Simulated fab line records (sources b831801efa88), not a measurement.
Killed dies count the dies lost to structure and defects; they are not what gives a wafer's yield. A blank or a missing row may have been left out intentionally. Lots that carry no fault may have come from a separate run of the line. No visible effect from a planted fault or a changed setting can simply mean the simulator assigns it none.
Which tool is to blame? :: flow gf180mcu :: 11 lots, 33 wafers sampled, at 4 steps of a route of 602

WHAT THE GAUGES SHOWED, per wafer
GF_NSD_TW_MEAS_12.
lot: L188
measured: day 12 21:41
on: film metro-01
NSD_TW: 4193 4175 4161

lot: L190
measured: day 14 14:47
on: film metro-02
NSD_TW: 4285 4283 4298

lot: L192
measured: day 15 06:29
on: film metro-03
NSD_TW: 4312 4308 4294

lot: L193
measured: day 15 17:35
on: film metro-03
NSD_TW: 4302 4301 4328

lot: L194
measured: day 15 22:32
on: film metro-02
NSD_TW: 4285 4305 4306

lot: L195
measured: day 15 21:54
on: film metro-01
NSD_TW: 4203 4201 4174

lot: L196
measured: day 16 11:48
on: film metro-03
NSD_TW: 4302 4275 4287

lot: L201
measured: day 17 19:02
on: film metro-02
NSD_TW: 4340 4332 4359

lot: L203
measured: day 18 23:41
on: film metro-01
NSD_TW: 4758 4778 4781 4756 4758 4736

lot: L204
measured: day 19 01:37
on: film metro-02
NSD_TW: 4884 4896 4886 4877 4887 4872

lot: L205
measured: day 19 07:56
on: film metro-03
NSD_TW: 4897 4910 4882 4879 4903 4871

WHAT TOOL EACH LOT RAN ON (gives the tool, then ch and the chambers of the sampled wafers, and finally the start)
lot: L188
GF_VT_IMPLANT_STRIP_42: plasma asher-03 ch 0,1, day 7 04:01
GF_NSD_IMPLANT_09: implanter-03 ch 0, day 12 21:17
GF_NSD_STRIP_11: plasma asher-03 ch 0,1, day 12 21:35

lot: L190
GF_VT_IMPLANT_STRIP_42: plasma asher-04 ch 0,1, day 8 14:49
GF_NSD_IMPLANT_09: implanter-02 ch 0, day 14 14:23
GF_NSD_STRIP_11: plasma asher-04 ch 0,1, day 14 14:41

lot: L192
GF_VT_IMPLANT_STRIP_42: plasma asher-04 ch 0,1, day 9 03:13
GF_NSD_IMPLANT_09: implanter-02 ch 0, day 15 06:05
GF_NSD_STRIP_11: plasma asher-03 ch 1, day 15 06:23

lot: L193
GF_VT_IMPLANT_STRIP_42: plasma asher-02 ch 0,1, day 9 13:28
GF_NSD_IMPLANT_09: implanter-03 ch 0, day 15 17:11
GF_NSD_STRIP_11: plasma asher-02 ch 0,1, day 15 17:29

lot: L194
GF_VT_IMPLANT_STRIP_42: plasma asher-04 ch 0,1, day 9 16:16
GF_NSD_IMPLANT_09: implanter-03 ch 0, day 15 22:08
GF_NSD_STRIP_11: plasma asher-04 ch 0,1, day 15 22:26

lot: L195
GF_VT_IMPLANT_STRIP_42: plasma asher-03 ch 0,1, day 9 17:09
GF_NSD_IMPLANT_09: implanter-02 ch 0, day 15 21:32
GF_NSD_STRIP_11: plasma asher-04 ch 0,1, day 15 21:49

lot: L196
GF_VT_IMPLANT_STRIP_42: plasma asher-04 ch 0,1, day 10 01:50
GF_NSD_IMPLANT_09: implanter-02 ch 0, day 16 11:26
GF_NSD_STRIP_11: plasma asher-04 ch 0,1, day 16 11:43

lot: L201
GF_VT_IMPLANT_STRIP_42: plasma asher-03 ch 0,1, day 11 05:07
GF_NSD_IMPLANT_09: implanter-03 ch 0, day 17 18:39
GF_NSD_STRIP_11: plasma asher-03 ch 0,1, day 17 18:56

lot: L203
GF_VT_IMPLANT_STRIP_42: plasma asher-04 ch 0,1, day 11 21:46
GF_NSD_IMPLANT_09: implanter-03 ch 0, day 18 23:17
GF_NSD_STRIP_11: plasma asher-02 ch 0,1, day 18 23:35

lot: L204
GF_VT_IMPLANT_STRIP_42: plasma asher-03 ch 1, day 12 01:46
GF_NSD_IMPLANT_09: implanter-03 ch 0, day 19 01:12
GF_NSD_STRIP_11: plasma asher-04 ch 0,1, day 19 01:30

lot: L205
GF_VT_IMPLANT_STRIP_42: plasma asher-02 ch 1, day 12 08:28
GF_NSD_IMPLANT_09: implanter-03 ch 0, day 19 07:32
GF_NSD_STRIP_11: plasma asher-02 ch 0,1, day 19 07:50
- GF_VT_IMPLANT_STRIP_42: strips in O2/N2.
- GF_NSD_IMPLANT_09
- GF_NSD_STRIP_11: strips in O2/N2.

THE ANSWER, worked out from the rows above alone
Rule: what is usual is taken from the lots themselves. Put in order of their means at a reading, lots are off if they are a third of the lots or fewer, leave a main group of 4 or more, and stand apart from it by a gap of 3 or more times the standard deviation of the main group's means; of several such gaps the widest counts. The tables above print the reading to a certain number of digits; a main group whose means all agree to those digits is not used. A lot without any number at a reading at which 4 lots or more have one is off too. Where the step has rows for the other lots, those lots are counted as sound.
Off: L203, L204, L205, seen at GF_NSD_TW_MEAS_12 (NSD_TW). The main group: mean 4275, standard deviation 55.
A tool fits if, at a process step before that reading, it ran every lot that is off, and no sound lot after the first of them. Gauges at GF_NSD_TW_MEAS_12: tried the same way as those tools. One fits: implanter-03 at GF_NSD_IMPLANT_09. Its last sound lot is L201 (day 17 18:39), its first lot that is off L203 (day 18 23:17): a fault that began between those two fits.

WHAT HAD BEEN PUT IN BY THE SIMULATOR
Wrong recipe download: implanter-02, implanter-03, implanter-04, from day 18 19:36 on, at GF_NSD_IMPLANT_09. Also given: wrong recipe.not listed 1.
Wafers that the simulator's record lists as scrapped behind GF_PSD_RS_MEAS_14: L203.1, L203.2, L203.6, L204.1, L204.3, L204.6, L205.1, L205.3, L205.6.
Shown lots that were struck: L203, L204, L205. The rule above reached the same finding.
